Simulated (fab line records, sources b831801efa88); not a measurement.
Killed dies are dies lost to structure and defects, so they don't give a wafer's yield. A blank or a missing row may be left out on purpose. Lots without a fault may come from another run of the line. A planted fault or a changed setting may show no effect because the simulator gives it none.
A struck lot beside a sound one | flow sky130 | 16 steps out of a route of 708
Sound: wafers L307.1, L307.3, L307.5. Struck: wafer L311.6. (L311.1, L311.5 of the same lot were not struck and are left out.) The cause comes at the end.
At each step with rows: each side's tool, then ch and its chambers, then its first start. Under that, the readings that differ: sound wafers | struck wafers | difference of the means | sigmas: that difference in standard deviations of wafers without a fault.
alike: readings whose means differ by less than 2 such deviations, and words and numbers that are the same on both sides. not compared: withheld readings, readings that some wafer has no value for, bounds like >300 that may hide the same value, and numbers for which the record gives no deviation and whose values overlap.
The two part at a step that has a row with sigmas, a row that says differs or no value, or rows on one side only. Numbers that don't overlap but have no deviation are shown without sigmas and don't part them. A reading that every wafer of one side lacks parts them only if that side has two wafers or more.

first, 3 steps without rows for these wafers: SKY_METAL2_EXPOSE_12 (exposes mask MM2, target cd 140 nm); SKY_METAL2_PEB_13; SKY_METAL2_DEVELOP_14 (develop time 60 s).
SKY_METAL2_CD_MEAS_15: target cd 140 nm.
  sound on cd_sem-01, day 35 07:44; struck on cd_sem-02, day 36 22:47
  alike: cd_nm
SKY_METAL2_OVL_MEAS_16:
  sound on overlay-01, day 35 07:51; struck on overlay-02, day 36 22:54
  alike: METAL2_OVL
SKY_METAL2_DESCUM_17: chemistry O2, time 8 s.
  sound on rie_metal-02 ch 0,1, day 35 07:53; struck on rie_metal-02 ch 0, day 36 22:56
  alike: drypump_motor_current_A, oes_product_au, temp_c
  not compared: rf_hours_counter_h
SKY_METAL2_ETCH_18: etches BARC in N2/H2, stops on SiO2, time 45.9 s, target depth 60 nm.
  sound on rie_metal-02 ch 0,1, day 35 07:55; struck on rie_metal-02 ch 0, day 36 22:58
  alike: drypump_motor_current_A, oes_product_au, throttle_valve_pct
  not compared: rf_hours_counter_h
SKY_METAL2_METAL_ETCH_19: etches the open film in Cl2/BCl3, stops on SiO2, target depth 360 nm, time 78 s.
  sound on rie_metal-02 ch 0,1, day 35 07:59; struck on rie_metal-02 ch 0, day 36 23:02
  alike: drypump_motor_current_A, oes_product_au, throttle_valve_pct
  not compared: rf_hours_counter_h
SKY_METAL2_STRIP_20: strips in O2/N2.
  sound on plasma_asher-01 ch 0,1, day 35 08:04; struck on plasma_asher-02 ch 0, day 36 23:07
  alike: drypump_motor_current_A, oes_product_au, strip_time_to_endpoint_s
  not compared: rf_hours_counter_h
then, 3 steps without rows for these wafers: SKY_METAL2_STRIP_21 (strips in post etch residue remover, time 1200 s); SKY_METAL2_CLEAN_22 (cleans in IPA, time 180 s); SKY_METAL2_CLEAN_23 (cleans in O3/DIW).
SKY_VIA2_HDPCVD_00: deposits SiO2, target thk 1180 nm, time 196.7 s.
  sound on hdpcvd-02 ch 0,1, day 35 08:40; struck on hdpcvd-02 ch 2, day 36 23:43
  reading                                  | sound          | struck | difference | sigmas
  model.SiO2_of_VIA2_HDPCVD_00.thk_nm (nm) | 1180 1173 1174 | 532.1  | -643.6     |
SKY_VIA2_THK_MEAS_01:
  sound on film_metro-03, day 35 08:47; struck on film_metro-01, day 36 23:50
  reading              | sound          | struck | difference | sigmas
  VIA2_HDPCVD_THK (nm) | 1181 1173 1174 | 532    | -644       | -50
SKY_VIA2_CMP_02: polishes SiO2.
  sound on cmp-01 ch 1,2,3, day 35 08:54; struck on cmp-01 ch 1, day 37 00:02
  alike: motor_current_A, retaining_ring_pressure_frac
-- the record jumps here: 10 days lie between the struck wafers' starts before and after (it left off in module VIA2 and takes up again in module PAD_OPEN, whose first step shown is number 708 of the route) --
SKY_PAD_OPEN_PROBE_99:
  sound on prober-02, day 45 22:33; struck on prober-02, day 47 06:28
  reading                               | sound                | struck | difference | sigmas
  killed_at_M0_to_M3                    | 47 50 46             | 31     | -17        | -3
  killed_short                          | 42 44 43             | 30     | -13        | -2
  model.etest.tester.sort_n_pass        | 406 405 403          | 231    | -174       |
  model.etest.tester.sort_yield_pct (%) | 82.52 82.32 81.91    | 46.95  | -35.30     |
  model.etest.tester.sort_bin_3_pct (%) | 1.423 0.813 1.22     | 38.21  | +37.06     |
  model.etest.met3_comb.leak_log10_a_um | -11.89 -12.19 -12.08 | -7.061 | +4.992     |
  alike: defect_limited_yield, killed_at_M4_up, killed_at_contacts, killed_at_front_end, killed_at_other, killed_dies, killed_open

WHERE THEY PART
First at SKY_VIA2_THK_MEAS_01; last, within this record, at SKY_PAD_OPEN_PROBE_99.

WHY: what the simulator had put in
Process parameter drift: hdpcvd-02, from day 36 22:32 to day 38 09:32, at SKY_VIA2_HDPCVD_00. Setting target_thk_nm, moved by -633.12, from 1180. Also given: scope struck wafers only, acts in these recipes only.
